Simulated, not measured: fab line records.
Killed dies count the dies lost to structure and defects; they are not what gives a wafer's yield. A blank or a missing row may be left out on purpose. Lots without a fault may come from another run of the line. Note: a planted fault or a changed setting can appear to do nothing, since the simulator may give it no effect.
What tool caused it? + flow sfqLine + 14 lots with 42 wafers sampled at 2 steps, on a route of 325 steps

WHAT THE GAUGES SHOWED, per wafer
SFQ_I2_BOW_MEAS_917.
| lot  | measured     | on           | I2_BOW (um) |
|------|--------------|--------------|-------------|
| L547 | day 32 14:55 | filmMetro-04 | -15 -2 5    |
| L548 | day 32 20:55 | filmMetro-04 | 6 6 11      |
| L549 | day 33 05:18 | filmMetro-01 | -7 -18 -15  |
| L550 | day 33 23:35 | filmMetro-02 | -1 1 7      |
| L551 | day 34 06:40 | filmMetro-04 | -8 -1 -5    |
| L553 | day 37 00:41 | filmMetro-02 | 9 20 16     |
| L554 | day 37 01:58 | filmMetro-04 | -2 -4 -1    |
| L555 | day 37 06:40 | filmMetro-04 | -10 3 11    |
| L556 | day 37 12:40 | filmMetro-02 | 1 6 6       |
| L557 | day 38 01:56 | filmMetro-01 | 6 14 8      |
| L558 | day 38 13:56 | filmMetro-02 | -14 -13 -11 |
| L560 | day 39 01:17 | filmMetro-02 | -5 8 -10    |
| L567 | day 41 14:17 | filmMetro-01 | -6 4 7      |
| L568 | day 41 23:12 | filmMetro-01 | 7 3 8       |

WHAT TOOL EACH LOT RAN ON (gives the tool, then ch and the chambers of the sampled wafers, and finally the start)
| lot  | SFQ_TRILAYER_L0_VIA_LITHO_COAT_013 |
|------|------------------------------------|
| L547 | lithoTrack-03 ch 0, day 4 20:11    |
| L548 | lithoTrack-04 ch 0, day 5 04:05    |
| L549 | lithoTrack-03 ch 0, day 5 11:17    |
| L550 | lithoTrack-03 ch 0, day 5 16:14    |
| L551 | lithoTrack-04 ch 0, day 5 21:23    |
| L553 | lithoTrack-03 ch 0, day 6 08:14    |
| L554 | lithoTrack-04 ch 0, day 6 12:08    |
| L555 | lithoTrack-01 ch 0, day 6 20:11    |
| L556 | lithoTrack-01 ch 0, day 7 03:23    |
| L557 | lithoTrack-03 ch 0, day 7 10:35    |
| L558 | lithoTrack-01 ch 0, day 7 14:53    |
| L560 | lithoTrack-01 ch 0, day 8 03:23    |
| L567 | lithoTrack-04 ch 0, day 10 07:29   |
| L568 | lithoTrack-01 ch 0, day 10 13:31   |
- SFQ_TRILAYER_L0_VIA_LITHO_COAT_013: resist thk 650 nm.

WHAT THE TOOLS THEMSELVES READ (means of the sampled wafers that have a number; where no wafer has one, the mark that the record gives instead)
SFQ_TRILAYER_L0_VIA_LITHO_COAT_013.
| lot  | tool          | spinSpeedRpm (rpm) |
|------|---------------|--------------------|
| L547 | lithoTrack-03 | 2999.7             |
| L548 | lithoTrack-04 | 2997.6             |
| L549 | lithoTrack-03 | 2998.5             |
| L550 | lithoTrack-03 | 2999.1             |
| L551 | lithoTrack-04 | 3000.9             |
| L553 | lithoTrack-03 | 3003.4             |
| L554 | lithoTrack-04 | 3001.5             |
| L555 | lithoTrack-01 | 3000.1             |
| L556 | lithoTrack-01 | 3001.8             |
| L557 | lithoTrack-03 | 2999.3             |
| L558 | lithoTrack-01 | 2524.7             |
| L560 | lithoTrack-01 | 2521.0             |
| L567 | lithoTrack-04 | 3001.0             |
| L568 | lithoTrack-01 | 2999.6             |

THE ANSWER, worked out from the rows above alone
Rule: the usual values come from the lots themselves. The widest of any qualifying gaps counts: lots, ordered by their means at a reading, are off when they make up no more than a third of the lots, leave a main group of 4 or more, and stand apart from it by 3 or more times the standard deviation of that group's means. The tables above print the reading to a certain number of digits; a main group whose means all agree to those digits is not used. A lot without any number at a reading at which 4 lots or more have one is off too. The other lots that the step has rows for count as sound. Order of review: gauges by route order, followed by the tools' own readings, for which a lot's mean as printed above is used. The first step at which some lot is off is used, and at that step the reading that is off furthest; a lot without a number counts as furthest.
Off, at SFQ_TRILAYER_L0_VIA_LITHO_COAT_013 on spinSpeedRpm: L558, L560. The main group: mean 3000.2 rpm, standard deviation 1.5.
If a tool, at that step or one of the process steps before it, ran each lot that is off and ran no sound lot following the first of them, it fits. Not one of the candidates tried fits.

WHAT THE SIMULATOR PUT IN
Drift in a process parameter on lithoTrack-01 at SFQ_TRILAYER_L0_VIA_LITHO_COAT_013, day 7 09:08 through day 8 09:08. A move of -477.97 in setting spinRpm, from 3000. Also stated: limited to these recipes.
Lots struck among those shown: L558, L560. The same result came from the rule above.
